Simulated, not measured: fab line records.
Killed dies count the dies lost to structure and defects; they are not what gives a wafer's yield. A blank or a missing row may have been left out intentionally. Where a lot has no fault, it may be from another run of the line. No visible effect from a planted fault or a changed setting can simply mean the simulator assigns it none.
The tool behind it: which one? / flow sky130 / route of 708 steps, sampled at 1 step: 6 lots, 18 wafers

WHAT EACH GAUGE READ, for each wafer
SKY_SONOS_ONO_THK_MEAS_01.
lot=L161; measured=day 12 00:31; on=film metro-01; SONOS_ONO_OXIDATION_THK (nm)=2.55 2.61 2.51
lot=L167; measured=day 14 08:19; on=film metro-01; SONOS_ONO_OXIDATION_THK (nm)=2.56 2.61 2.56
lot=L170; measured=day 15 10:03; on=film metro-03; SONOS_ONO_OXIDATION_THK (nm)=2.67 2.69 2.66
lot=L178; measured=day 18 18:10; on=film metro-03; SONOS_ONO_OXIDATION_THK (nm)=2.54 2.59 2.57
lot=L180; measured=day 19 06:52; on=film metro-04; SONOS_ONO_OXIDATION_THK (nm)=2.56 2.57 2.61
lot=L182; measured=day 19 12:10; on=film metro-01; SONOS_ONO_OXIDATION_THK (nm)=2.59 2.59 2.58

TOOL THAT RAN EACH LOT (tool first, then ch and the chambers of the sampled wafers, then the start)
The record holds no process step before these readings.

THE ANSWER, worked out from the rows above alone
Rule: the usual values come from the lots themselves. The widest of any qualifying gaps counts: lots, ordered by their means at a reading, are off when they make up no more than a third of the lots, leave a main group of 4 or more, and stand apart from it by 3 or more times the standard deviation of that group's means. A main group is skipped when, at the precision printed for the reading in the tables above, its means are all equal. A lot without any number at a reading at which 4 lots or more have one is off too. The other lots that the step has rows for count as sound.
Off: L170, at SKY_SONOS_ONO_THK_MEAS_01 (SONOS_ONO_OXIDATION_THK). For the main group the mean is 2.57 nm and the standard deviation 0.011.
If a tool, at a process step before that reading, ran all the lots that are off and no sound lot after the first of them, it fits. The gauges at SKY_SONOS_ONO_THK_MEAS_01 are tried like those tools. Not one of the candidates tried fits.

WHAT THE SIMULATOR HAD INSERTED
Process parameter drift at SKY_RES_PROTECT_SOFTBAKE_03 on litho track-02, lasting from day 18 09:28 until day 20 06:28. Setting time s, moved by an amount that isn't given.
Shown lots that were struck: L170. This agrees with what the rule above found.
